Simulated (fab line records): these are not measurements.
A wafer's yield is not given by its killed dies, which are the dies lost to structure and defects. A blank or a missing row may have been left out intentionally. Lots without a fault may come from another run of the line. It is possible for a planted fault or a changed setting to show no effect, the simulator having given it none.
Chamber matching || flow sky130 || SKY_POLY_GATE_ETCH_16 on rie-diel-04: 3 sister chambers
The step etches Si3N4 in CH3F/O2, stops on poly-Si, time 147.5 s, target depth 75 nm. 6 wafers are shown with their chamber, then 5 later ones without.

== WAFERS WITH THEIR CHAMBER ==
{"wafer": "L261.1", "chamber": 0, "drypump-motor-current-A (A)": 5.2, "throttle-valve-pct (%)": 10.544}
{"wafer": "L261.5", "chamber": 3, "drypump-motor-current-A (A)": 5.3, "throttle-valve-pct (%)": 10.537}
{"wafer": "L267.5", "chamber": 0, "drypump-motor-current-A (A)": 5.2, "throttle-valve-pct (%)": 10.537}
{"wafer": "L267.6", "chamber": 2, "drypump-motor-current-A (A)": 5.4, "throttle-valve-pct (%)": 10.517}
{"wafer": "L268.1", "chamber": 2, "drypump-motor-current-A (A)": 5.3, "throttle-valve-pct (%)": 10.537}
{"wafer": "L268.2", "chamber": 3, "drypump-motor-current-A (A)": 5.3, "throttle-valve-pct (%)": 10.524}

== WAFERS WHOSE CHAMBER IS MISSING ==
{"wafer": "L268.6", "drypump-motor-current-A (A)": 5.3, "throttle-valve-pct (%)": 10.530}
{"wafer": "L276.2", "drypump-motor-current-A (A)": 5.2, "throttle-valve-pct (%)": 10.544}
{"wafer": "L276.4", "drypump-motor-current-A (A)": 5.4, "throttle-valve-pct (%)": 10.531}
{"wafer": "L281.4", "drypump-motor-current-A (A)": 5.2, "throttle-valve-pct (%)": 10.537}
{"wafer": "L281.5", "drypump-motor-current-A (A)": 5.3, "throttle-valve-pct (%)": 10.543}

== EACH ONE'S CHAMBER ==
{"wafer": "L268.6", "from the rows above": "can't be placed: 3 or 2", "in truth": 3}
{"wafer": "L276.2", "from the rows above": 0, "in truth": 0}
{"wafer": "L276.4", "from the rows above": "can't be placed: 2 or 3", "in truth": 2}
{"wafer": "L281.4", "from the rows above": 0, "in truth": 0}
{"wafer": "L281.5", "from the rows above": "can't be placed: 3 or 2 or 0", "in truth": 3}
Correct placement for 2 of the 5. From these rows, 3 cannot be placed; in 3 the true chamber is one of the candidates. Placed wrongly: 0.
How it was worked out, from the rows above alone: a wafer's distance from a chamber is the root of the sum, over the readings, of the square of ((its reading less the chamber's mean) divided by the reading's scatter). If the next closest chamber is less than 2 further off than the closest, the wafer can't be placed; otherwise it belongs to the closest. For every chamber, the mean is computed from those of its wafers that are shown. How the scatter is found: for the shown wafers, subtract from each reading the mean of its chamber, square and add these, divide the total by (wafers less chambers), then take the root.
